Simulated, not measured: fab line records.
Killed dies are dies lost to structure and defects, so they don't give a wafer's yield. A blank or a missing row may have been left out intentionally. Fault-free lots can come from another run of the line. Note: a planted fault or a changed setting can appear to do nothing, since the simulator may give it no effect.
Which of the tools did it? ; flow sky130 ; 10 lots, 30 wafers sampled, at 2 steps of a route of 708

## WHAT EACH GAUGE READ, for each wafer
SKY_VIA4_THK_MEAS_01.
lot;measured;on;VIA4_HDPCVD_THK (nm)
L556;day 41 17:11;film-metro-01;1739 1773 1747
L557;day 42 03:04;film-metro-01;1766 1759 1779
L558;day 42 13:37;film-metro-04;1740 1742 1756
L559;day 42 15:34;film-metro-01;1779 1754 1747
L560;day 43 07:20;film-metro-03;1749 1745 1756
L567;day 45 00:35;film-metro-01;1923 1751 1743
L570;day 46 03:38;film-metro-01;1741 1736 1750
L573;day 47 01:22;film-metro-04;1748 1762 1746
L576;day 47 09:34;film-metro-03;1719 1743 1734
L577;day 47 13:32;film-metro-04;1712 1673 1732

## WHAT TOOL EACH LOT RAN ON (gives the tool, then ch and the chambers of the sampled wafers, and finally the start)
lot;SKY_VIA4_HDPCVD_00
L556;hdpcvd-01 ch 0,1,2, day 41 17:01
L557;hdpcvd-02 ch 0,2, day 42 02:53
L558;hdpcvd-02 ch 0,2, day 42 13:26
L559;hdpcvd-02 ch 1,2, day 42 15:23
L560;hdpcvd-02 ch 0,1, day 43 07:09
L567;hdpcvd-01 ch 0,1,2, day 45 00:24
L570;hdpcvd-02 ch 0,1,2, day 46 03:27
L573;hdpcvd-02 ch 0,1,2, day 47 01:10
L576;hdpcvd-02 ch 0,1,2, day 47 09:24
L577;hdpcvd-02 ch 0,1,2, day 47 13:22
- SKY_VIA4_HDPCVD_00: deposits SiO2, target thk 1750 nm, time 291.7 s.

## WHAT THE TOOLS THEMSELVES READ (means of the sampled wafers that have a number; where no wafer has one, the mark that the record gives instead)
SKY_VIA4_HDPCVD_00.
lot;tool;run-length-s (s)
L556;hdpcvd-01;319.4
L557;hdpcvd-02;319.3
L558;hdpcvd-02;319.6
L559;hdpcvd-02;319.2
L560;hdpcvd-02;319.4
L567;hdpcvd-01;328.1
L570;hdpcvd-02;319.5
L573;hdpcvd-02;319.4
L576;hdpcvd-02;319.5
L577;hdpcvd-02;319.2

## THE ANSWER, worked out from the rows above alone
Rule: the usual values come from the lots themselves. Put in order of their means at a reading, lots are off if they are a third of the lots or fewer, leave a main group of 4 or more, and stand apart from it by a gap of 3 or more times the standard deviation of the main group's means; of several such gaps the widest counts. The tables above print the reading to a certain number of digits; a main group whose means all agree to those digits is not used. Also off: a lot with no number at a reading for which 4 or more lots have one. All remaining lots with rows at the step are treated as sound. First the gauges in route order, then the tools' own readings, where a lot's mean is used as printed above. The first step at which some lot is off is used, and at that step the reading that is off furthest; a lot without a number counts as furthest.
Off at SKY_VIA4_HDPCVD_00 (run-length-s): L567. Mean 319.4 s and standard deviation 0.13 in the main group.
A tool fits if, at that step or a process step before it, it ran every lot that is off, and no sound lot after the first of them. One candidate fits, namely hdpcvd-01 at SKY_VIA4_HDPCVD_00. Its last sound lot is L556 (day 41 17:01), its first lot that is off L567 (day 45 00:24): a fault that began between those two fits.
The tool's own readings at SKY_VIA4_HDPCVD_00 bear it out: on the lots that are off they differ by more than 5 times the standard deviation of the sound lots' means. run-length-s reads 328.1 s there against 319.4 s on the sound lots.

## WHAT THE SIMULATOR HAD PUT IN
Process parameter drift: hdpcvd-01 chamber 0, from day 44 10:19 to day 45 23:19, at SKY_VIA4_HDPCVD_00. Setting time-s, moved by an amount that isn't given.
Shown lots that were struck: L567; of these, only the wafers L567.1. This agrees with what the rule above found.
